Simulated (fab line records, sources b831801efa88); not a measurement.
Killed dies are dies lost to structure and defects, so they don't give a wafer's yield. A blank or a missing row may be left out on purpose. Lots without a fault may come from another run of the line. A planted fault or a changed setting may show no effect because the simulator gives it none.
fab line records | flow gf180mcu
record lots=5 wafers=23
route steps=602 shown POLY_GATE@165 HV_LDD@182 PSD@254 SALICIDE@281 CONTACT@299
start_h: hours from the record's first day to the start of the lot's first wafer shown | wait_h: hours since the lot's step before | " the same as in the row above | L1.1+2: a row that stands for several wafers | - no value, or no start given | * or withheld: withheld | < > ~ a bound
route shown NAME@n: a module of which the file shows steps, and the number in the route of the first | usual: mean/standard deviation of fault-free wafers | same: alike in all rows | chamber/n: place in a boat | sites: the reading at each site | _std_site: their standard deviation | _edge_site: outer sites' mean less inner sites' | radius_mm: how far each site lies from the wafer's centre | mask NAME#n: copy n | behind: the tool/chamber that last shaped the wafer | hold: why the lot was held/for how many hours/how that ended | device: the transistor (n, p or np) that didn't switch | end of line: the same wafers' tests at the end of the route | a step without rows: its recipe alone | killed: dies lost to structure and defects at the first sort, not the wafer's yield | map: a wafer's dies, x killed, . not, _ none there
set.NAME: the setting as run; set.NAME@STEP: as run at that earlier step | model.NAME: the simulator's own value behind a step, which no gauge read
lots whose settings were changed on purpose; a table a step, a row a wafer
## steps
# step GF_POLY_GATE_PEB_08
# recipe peb_temp_c=135 peb_time_s=90 resist=KrF
# columns lot.wafer tool chamber start_h wait_h set.peb_time_s
L074.1+2+6 litho_track-01 0 - - 90
L078.1+4 litho_track-01 0 - - 90
L078.2+5+6 " 0 " " 95.21
L080.2+4 litho_track-04 0 - - 90
L080.3+5+6 " 0 " " 96.45
L081.1+6 litho_track-04 0 - - 90
L081.3+4+5 " 0 " " 78.72
L085.1+4 litho_track-01 0 - - 102.9
L085.2+3+6 " 0 " " 90
# step GF_POLY_GATE_DEVELOP_09
# recipe develop_time_s=60 resist=KrF dev_temp_c=21
# step GF_POLY_GATE_ETCH_12
# recipe chemistry=N2/H2 target_depth_a=withheld overetch_a=withheld time_s=withheld target=BARC ion_energy_ev=200 source_w=500 bias_w=100 pressure_mtorr=30 n2_flow_sccm=100 h2_flow_sccm=200
# columns lot.wafer tool chamber start_h wait_h set.peb_time_s@POLY_GATE_PEB_08 model.POLY_GATE.cd_nm
L074.1 rie_diel-01 0 196.15 0.0 * 283.7
L074.2 " 2 " " * 284.3
L074.6 " 0 " " * 282.6
L078.1 rie_diel-02 3 223.65 0.0 * 277.9
L078.2 " 2 " " * 276.2
L078.4 " 1 " " * 279.6
L078.5 " 0 " " * 276.6
L078.6 " 3 " " * 277.8
L080.2 rie_diel-02 1 240.47 0.0 * 279.3
L080.3 " 3 " " * 277.9
L080.4 " 0 " " * 279.1
L080.5 " 1 " " * 278.5
L080.6 " 2 " " * 279.3
L081.1 rie_diel-01 3 244.32 0.0 * 278.3
L081.3 " 1 " " * 281.4
L081.4 " 0 " " * 281.2
L081.5 " 3 " " * 280.5
L081.6 " 2 " " * 277.4
L085.1 rie_diel-02 3 283.85 0.0 * 276.1
L085.2 " 2 " " * 278.4
L085.3 " 0 " " * 278.7
L085.4 " 1 " " * 274.3
L085.6 " 2 " " * 278.8
# step GF_HV_LDD_DEVELOP_06
# recipe develop_time_s=60 dev_temp_c=23
# columns lot.wafer tool chamber start_h wait_h set.develop_time_s
L074.1+2+6 litho_track-03 0 216.90 0.1 60
L078.1+2+5 litho_track-03 0 243.49 0.1 60
L078.4+6 " 0 " " 62.75
L080.2+5 litho_track-04 0 262.19 0.1 53.7
L080.3+4+6 " 0 " " 60
L081.1+3+6 litho_track-03 0 264.49 0.1 60
L081.4+5 " 0 " " 68.94
L085.1+2+6 litho_track-03 0 304.74 0.1 55.81
L085.3+4 " 0 " " 60
# step GF_HV_LDD_CD_MEAS_07
# recipe target_cd_nm=400
# usual cd_nm=400.0/2.3
# columns lot.wafer tool chamber start_h wait_h set.develop_time_s@HV_LDD_DEVELOP_06 cd_nm
L074.1 cd_sem-02 - 217.05 0.1 60 396.9
L074.2 " - " " 60 396.6
L074.6 " - " " 60 397.3
L078.1 cd_sem-02 - 243.64 0.1 60 399.6
L078.2 " - " " 60 398.5
L078.4 " - " " 62.75 404.8
L078.5 " - " " 60 399.5
L078.6 " - " " 62.75 403.7
L080.2 cd_sem-02 - 262.33 0.1 53.7 390.3
L080.3 " - " " 60 403.2
L080.4 " - " " 60 400.6
L080.5 " - " " 53.7 391.5
L080.6 " - " " 60 402.4
L081.1 cd_sem-01 - 264.64 0.1 60 399.7
L081.3 " - " " 60 402.1
L081.4 " - " " 68.94 417.1
L081.5 " - " " 68.94 414.5
L081.6 " - " " 60 402.9
L085.1 cd_sem-02 - 304.89 0.1 55.81 392.9
L085.2 " - " " 55.81 392.1
L085.3 " - " " 60 398.7
L085.4 " - " " 60 399.1
L085.6 " - " " 55.81 394.1
# step GF_HV_LDD_COAT_41
# recipe resist=NOVOLAK spin_rpm=3000 resist_thk_nm=1000
# columns lot.wafer tool chamber start_h wait_h set.spin_rpm model.NOVOLAK_of_HV_LDD_COAT_41.thk_nm
L074.1 litho_track-04 0 264.21 0.1 3000 997.3
L074.2 " 0 " " 3000 1002
L074.6 " 0 " " 3000 999.9
L078.1 litho_track-04 0 293.01 0.1 3199 968.7
L078.2 " 0 " " 3000 999.5
L078.4 " 0 " " 3000 1000
L078.5 " 0 " " 3199 966.4
L078.6 " 0 " " 3199 966.7
L080.2 litho_track-04 0 312.48 0.1 3000 998.1
L080.3 " 0 " " 3000 1002
L080.4 " 0 " " 3000 1001
L080.5 " 0 " " 3000 1004
L080.6 " 0 " " 3000 1000
L081.1 litho_track-04 0 315.41 0.1 3000 999.5
L081.3 " 0 " " 3076 987.6
L081.4 " 0 " " 3076 989.6
L081.5 " 0 " " 3000 1002
L081.6 " 0 " " 3076 987.9
L085.1 litho_track-01 0 358.49 0.1 3000 1004
L085.2 " 0 " " 2806 1036
L085.3 " 0 " " 3000 1005
L085.4 " 0 " " 2806 1040
L085.6 " 0 " " 2806 1035
# step GF_HV_LDD_DEVELOP_45
# recipe develop_time_s=60 dev_temp_c=23
# columns lot.wafer tool chamber start_h wait_h set.develop_time_s
L074.1+2+6 litho_track-03 0 273.74 0.1 60
L078.1+2 litho_track-01 0 302.89 0.1 52.12
L078.4+5+6 " 0 " " 60
L080.2+6 litho_track-03 0 322.42 0.1 60
L080.3+4+5 " 0 " " 56.41
L081.1+3+4+5+6 litho_track-03 0 326.04 0.1 60
L085.1+2+3+4+6 litho_track-01 0 369.29 0.1 60
# step GF_HV_LDD_CD_MEAS_46
# recipe target_cd_nm=400
# usual cd_nm=399.3/2.1
# columns lot.wafer tool chamber start_h wait_h set.develop_time_s@HV_LDD_DEVELOP_45 cd_nm
L074.1 cd_sem-01 - 273.89 0.1 60 399.9
L074.2 " - " " 60 402.1
L074.6 " - " " 60 401.2
L078.1 cd_sem-02 - 303.04 0.1 52.12 389.2
L078.2 " - " " 52.12 384.1
L078.4 " - " " 60 396.8
L078.5 " - " " 60 401.4
L078.6 " - " " 60 401.2
L080.2 cd_sem-02 - 322.56 0.1 60 399.0
L080.3 " - " " 56.41 394.7
L080.4 " - " " 56.41 393.5
L080.5 " - " " 56.41 393.4
L080.6 " - " " 60 400.3
L081.1 cd_sem-02 - 326.19 0.1 60 398.6
L081.3 " - " " 60 399.7
L081.4 " - " " 60 396.7
L081.5 " - " " 60 396.8
L081.6 " - " " 60 397.4
L085.1 cd_sem-01 - 369.44 0.1 60 402.1
L085.2 " - " " 60 398.8
L085.3 " - " " 60 399.1
L085.4 " - " " 60 397.9
L085.6 " - " " 60 396.8
# step GF_HV_LDD_IMPLANT_48
# recipe species=B energy_kev=25 dose_cm2=3e+13 tilt_deg=7
# columns lot.wafer tool chamber start_h wait_h set.energy_kev model.implant.rp_nm model.implant.drp_nm
L074.1+2+6 implanter-04 0 274.05 0.0 25 81.73 35.62
L078.1+2+4 implanter-01 0 303.20 0.0 25.53 82.53 36.51
L078.5+6 " 0 " " 25 80.84 35.62
L080.2+4+6 implanter-01 0 322.72 0.0 25 83.66 35.62
L080.3+5 " 0 " " 26 86.96 37.29
L081.1+3 implanter-03 0 326.35 0.0 26.22 84.25 37.65
L081.4+5+6 " 0 " " 25 80.38 35.62
L085.1+2 implanter-01 0 369.60 0.0 24.52 81.28 34.82
L085.3+4+6 " 0 " " 25 82.85 35.62
# step GF_HV_LDD_STRIP_49
# recipe chemistry=O2/N2 power_w=1400 pressure_mtorr=1500 platen_temp_c=250 o2_flow_sccm=2864 n2_flow_sccm=300 overash_fraction=0.5
# usual strip_time_to_endpoint_s=12.659/0.03
# columns lot.wafer tool chamber start_h wait_h set.spin_rpm@HV_LDD_COAT_41 strip_time_to_endpoint_s
L074.1 plasma_asher-01 0 274.20 0.1 3000 12.633
L074.2 " 1 " " 3000 12.689
L074.6 " 1 " " 3000 12.675
L078.1 plasma_asher-04 0 303.35 0.1 3199 12.298
L078.2 " 1 " " 3000 12.661
L078.4 " 0 " " 3000 12.671
L078.5 " 1 " " 3199 12.260
L078.6 " 0 " " 3199 12.266
L080.2 plasma_asher-01 0 322.85 0.1 3000 12.638
L080.3 " 1 " " 3000 12.681
L080.4 " 0 " " 3000 12.676
L080.5 " 1 " " 3000 12.692
L080.6 " 0 " " 3000 12.660
L081.1 plasma_asher-04 1 326.50 0.1 3000 12.650
L081.3 " 0 " " 3076 12.513
L081.4 " 1 " " 3076 12.545
L081.5 " 0 " " 3000 12.685
L081.6 " 1 " " 3076 12.524
L085.1 plasma_asher-02 1 369.75 0.1 3000 12.704
L085.2 " 0 " " 2806 13.021
L085.3 " 1 " " 3000 12.718
L085.4 " 0 " " 2806 13.041
L085.6 " 1 " " 2806 12.997
# step GF_PSD_DEVELOP_06
# recipe develop_time_s=60 dev_temp_c=23
# columns lot.wafer tool chamber start_h wait_h set.dev_temp_c
L074.1+2+6 litho_track-01 0 316.84 0.1 23
L078.1+2+6 litho_track-03 0 347.74 0.1 23
L078.4+5 " 0 " " 24.79
L080.2+4+5 litho_track-02 0 369.00 0.1 21.32
L080.3+6 " 0 " " 23
L081.1+3+4+5+6 litho_track-01 0 373.14 0.1 23
L085.1+2+3+4+6 litho_track-02 0 419.77 0.1 23
# step GF_PSD_CD_MEAS_07
# recipe target_cd_nm=400
# usual cd_nm=400.5/2.5
# columns lot.wafer tool chamber start_h wait_h set.dev_temp_c@PSD_DEVELOP_06 cd_nm
L074.1 cd_sem-02 - 316.99 0.1 23 398.2
L074.2 " - " " 23 399.4
L074.6 " - " " 23 398.0
L078.1 cd_sem-01 - 347.89 0.1 23 398.5
L078.2 " - " " 23 398.8
L078.4 " - " " 24.79 390.7
L078.5 " - " " 24.79 392.0
L078.6 " - " " 23 398.9
L080.2 cd_sem-02 - 369.14 0.1 21.32 409.3
L080.3 " - " " 23 403.4
L080.4 " - " " 21.32 408.1
L080.5 " - " " 21.32 409.9
L080.6 " - " " 23 403.9
L081.1 cd_sem-02 - 373.29 0.1 23 401.1
L081.3 " - " " 23 398.4
L081.4 " - " " 23 399.9
L081.5 " - " " 23 400.4
L081.6 " - " " 23 397.4
L085.1 cd_sem-02 - 419.92 0.1 23 400.2
L085.2 " - " " 23 400.3
L085.3 " - " " 23 400.5
L085.4 " - " " 23 400.1
L085.6 " - " " 23 401.5
# step GF_PSD_IMPLANT_09
# recipe species=BF2 energy_kev=40 dose_cm2=1.5e+15 tilt_deg=7
# columns lot.wafer tool chamber start_h wait_h set.energy_kev model.implant.rp_nm
L074.1+2+6 implanter-02 0 317.15 0.0 40 30.55
L078.1+4+5 implanter-04 0 348.05 0.0 37.53 29.57
L078.2+6 " 0 " " 40 31.16
L080.2+3+4+5+6 implanter-03 0 369.30 0.0 40 29.78
L081.1+3+4+5+6 implanter-03 0 373.45 0.0 40 29.99
L085.1+2+4 implanter-03 0 420.08 0.0 40 30.15
L085.3+6 " 0 " " 37.52 28.61
# step GF_PSD_STRIP_10
# recipe chemistry=O2/N2 power_w=1400 pressure_mtorr=1500 platen_temp_c=250 o2_flow_sccm=3000 n2_flow_sccm=300 overash_fraction=0.5
# usual strip_time_to_endpoint_s=16.51/0.037
# columns lot.wafer tool chamber start_h wait_h set.energy_kev@PSD_IMPLANT_09 strip_time_to_endpoint_s
L074.1 plasma_asher-01 0 317.30 0.1 40 16.50
L074.2 " 1 " " 40 16.52
L074.6 " 1 " " 40 16.50
L078.1 plasma_asher-01 0 348.20 0.1 37.53 16.22
L078.2 " 1 " " 40 16.48
L078.4 " 0 " " 37.53 16.23
L078.5 " 1 " " 37.53 16.23
L078.6 " 0 " " 40 16.51
L080.2 plasma_asher-01 1 369.43 0.1 40 16.51
L080.3 " 0 " " 40 16.53
L080.4 " 1 " " 40 16.50
L080.5 " 1 " " 40 16.56
L080.6 " 0 " " 40 16.65
L081.1 plasma_asher-01 0 373.60 0.1 40 16.55
L081.3 " 0 " " 40 16.49
L081.4 " 1 " " 40 16.53
L081.5 " 0 " " 40 16.54
L081.6 " 1 " " 40 16.56
L085.1 plasma_asher-03 1 420.23 0.1 40 16.60
L085.2 " 0 " " 40 16.53
L085.3 " 1 " " 37.52 16.29
L085.4 " 0 " " 40 16.51
L085.6 " 0 " " 37.52 16.32
# step GF_PSD_TW_MEAS_11
# usual PSD_TW=3207/21
# columns lot.wafer tool chamber start_h wait_h set.energy_kev@PSD_IMPLANT_09 PSD_TW
L074.1 film_metro-04 - 317.40 0.1 40 3229
L074.2 " - " " 40 3229
L074.6 " - " " 40 3227
L078.1 film_metro-01 - 348.30 0.1 37.53 3140
L078.2 " - " " 40 3212
L078.4 " - " " 37.53 3167
L078.5 " - " " 37.53 3159
L078.6 " - " " 40 3199
L080.2 film_metro-02 - 369.54 0.1 40 3218
L080.3 " - " " 40 3213
L080.4 " - " " 40 3205
L080.5 " - " " 40 3191
L080.6 " - " " 40 3206
L081.1 film_metro-01 - 373.70 0.1 40 3187
L081.3 " - " " 40 3214
L081.4 " - " " 40 3195
L081.5 " - " " 40 3217
L081.6 " - " " 40 3212
L085.1 film_metro-01 - 420.33 0.1 40 3175
L085.2 " - " " 40 3165
L085.3 " - " " 37.52 3103
L085.4 " - " " 40 3186
L085.6 " - " " 37.52 3125
# step GF_PSD_CLEAN_12
# recipe chemistry=SC1/SC2 mix=1:4:20 temp_c=70 time_s=150 dry=n2_spin
# step GF_PSD_RTA_13
# recipe temp_c=1025 time_s=20 ambient=N2
# step GF_PSD_RS_MEAS_15
# recipe thk_meas_gauge=four-point-probe
# usual PSD_RS=108.57/0.21
# columns lot.wafer tool chamber start_h wait_h set.energy_kev@PSD_IMPLANT_09 PSD_RS[ohm/sq]
L074.1 film_metro-02 - 317.71 0.1 40 108.60
L074.2 " - " " 40 108.92
L074.6 " - " " 40 108.78
L078.1 film_metro-04 - 348.61 0.1 37.53 111.97
L078.2 " - " " 40 108.60
L078.4 " - " " 37.53 112.24
L078.5 " - " " 37.53 111.94
L078.6 " - " " 40 108.66
L080.2 film_metro-01 - 369.92 0.1 40 108.50
L080.3 " - " " 40 108.48
L080.4 " - " " 40 108.24
L080.5 " - " " 40 108.40
L080.6 " - " " 40 108.49
L081.1 film_metro-01 - 374.01 0.1 40 108.17
L081.3 " - " " 40 108.63
L081.4 " - " " 40 108.78
L081.5 " - " " 40 108.65
L081.6 " - " " 40 108.60
L085.1 film_metro-01 - 420.64 0.1 40 108.58
L085.2 " - " " 40 108.80
L085.3 " - " " 37.52 111.74
L085.4 " - " " 40 108.51
L085.6 " - " " 37.52 111.64
# step GF_SALICIDE_SPUTTER_03
# recipe material=TiN target_thk_nm=20 power_w=6500 time_s=16.7 chamber_pressure_pa=0.4
# columns lot.wafer tool chamber start_h wait_h set.power_w model.TiN_of_SALICIDE_SPUTTER_03.thk_nm
L074.1 pvd_sputter-02 - 338.96 0.0 6500 20.08
L074.2 " - " " 6500 20.17
L074.6 " - " " 6500 19.95
L078.1 pvd_sputter-02 - 371.14 0.0 5820 17.75
L078.2 " - " " 6500 19.65
L078.4 " - " " 6500 20.19
L078.5 " - " " 5820 17.57
L078.6 " - " " 5820 17.85
L080.2 pvd_sputter-04 - 393.14 0.0 6500 19.95
L080.3 " - " " 7048 21.56
L080.4 " - " " 7048 21.91
L080.5 " - " " 6500 20.12
L080.6 " - " " 6500 20.3
L081.1 pvd_sputter-01 - 397.44 0.0 6500 20.05
L081.3 " - " " 6500 19.76
L081.4 " - " " 6500 19.62
L081.5+6 " - " " 6500 20.16
L085.1 pvd_sputter-01 - 445.66 0.0 6500 19.69
L085.2 " - " " 6500 19.32
L085.3 " - " " 6500 19.79
L085.4 " - " " 6500 19.68
L085.6 " - " " 6500 19.87
# step GF_SALICIDE_THK_MEAS_05
# recipe thk_meas_gauge=xrf reads=TiN_of_SALICIDE_SPUTTER_03
# usual SALICIDE_TIN_THK=19.80/0.25
# columns lot.wafer tool chamber start_h wait_h set.power_w@SALICIDE_SPUTTER_03 SALICIDE_TIN_THK[nm]
L074.1 film_metro-03 - 339.10 0.1 6500 20.01
L074.2 " - " " 6500 20.22
L074.6 " - " " 6500 19.95
L078.1 film_metro-03 - 371.29 0.1 5820 17.69
L078.2 " - " " 6500 19.51
L078.4 " - " " 6500 20.09
L078.5 " - " " 5820 17.48
L078.6 " - " " 5820 17.75
L080.2 film_metro-03 - 393.29 0.1 6500 19.88
L080.3 " - " " 7048 21.44
L080.4 " - " " 7048 21.81
L080.5 " - " " 6500 19.99
L080.6 " - " " 6500 20.19
L081.1 film_metro-02 - 397.59 0.1 6500 19.89
L081.3 " - " " 6500 19.55
L081.4 " - " " 6500 19.39
L081.5 " - " " 6500 19.94
L081.6 " - " " 6500 19.92
L085.1 film_metro-01 - 445.80 0.1 6500 19.57
L085.2 " - " " 6500 19.22
L085.3 " - " " 6500 19.60
L085.4 " - " " 6500 19.57
L085.6 " - " " 6500 19.78
# step GF_CONTACT_PEB_12
# recipe peb_temp_c=135 peb_time_s=90 resist=KrF
# columns lot.wafer tool chamber start_h wait_h set.peb_temp_c
L074.1+2+6 litho_track-04 0 - - 135
L078.1+2+5 litho_track-04 0 - - 135
L078.4+6 " 0 " " 136.2
L080.2+3+4 litho_track-03 0 - - 136
L080.5+6 " 0 " " 135
L081.1+4+6 litho_track-01 0 - - 135
L081.3+5 " 0 " " 131.8
L085.1+4+6 litho_track-03 0 - - 135
L085.2+3 " 0 " " 133.8
## key
split step=GF_POLY_GATE_PEB_08 setting=peb_time_s stated=90 by=wafer
response step=GF_POLY_GATE_ETCH_12 reading=model.POLY_GATE.cd_nm change=-0.234 per=1% r=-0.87
split step=GF_HV_LDD_DEVELOP_06 setting=develop_time_s stated=60 by=wafer
response step=GF_HV_LDD_CD_MEAS_07 reading=cd_nm change=+0.979 per=1% r=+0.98
split step=GF_HV_LDD_COAT_41 setting=spin_rpm stated=3000 by=wafer
response step=GF_HV_LDD_COAT_41 reading=model.NOVOLAK_of_HV_LDD_COAT_41.thk_nm change=-4.98 per=1% r=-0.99
response step=GF_HV_LDD_STRIP_49 reading=strip_time_to_endpoint_s change=* per=1% r=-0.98
split step=GF_HV_LDD_DEVELOP_45 setting=develop_time_s stated=60 by=wafer
response step=GF_HV_LDD_CD_MEAS_46 reading=cd_nm change=+0.994 per=1% r=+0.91
split step=GF_HV_LDD_IMPLANT_48 setting=energy_kev stated=25 by=wafer
response step=GF_HV_LDD_IMPLANT_48 reading=model.implant.rp_nm change=+0.805 per=1% r=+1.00
response step=GF_HV_LDD_IMPLANT_48 reading=model.implant.drp_nm change=+0.416 per=1% r=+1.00
split step=GF_PSD_DEVELOP_06 setting=dev_temp_c stated=23 by=wafer
response step=GF_PSD_CD_MEAS_07 reading=cd_nm change=-0.848 per=1% r=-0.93
split step=GF_PSD_IMPLANT_09 setting=energy_kev stated=40 by=wafer
response step=GF_PSD_IMPLANT_09 reading=model.implant.rp_nm change=+0.253 per=1% r=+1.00
response step=GF_PSD_STRIP_10 reading=strip_time_to_endpoint_s change=* per=1% r=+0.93
response step=GF_PSD_TW_MEAS_11 reading=PSD_TW change=+9.01 per=1% r=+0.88
response step=GF_PSD_RS_MEAS_15 reading=PSD_RS change=-0.523 per=1% r=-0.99
split step=GF_SALICIDE_SPUTTER_03 setting=power_w stated=6500 by=wafer
response step=GF_SALICIDE_SPUTTER_03 reading=model.TiN_of_SALICIDE_SPUTTER_03.thk_nm change=+0.202 per=1% r=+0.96
response step=GF_SALICIDE_THK_MEAS_05 reading=SALICIDE_TIN_THK change=+0.2 per=1% r=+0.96
split step=GF_CONTACT_PEB_12 setting=peb_temp_c stated=135 by=wafer
response none in this file
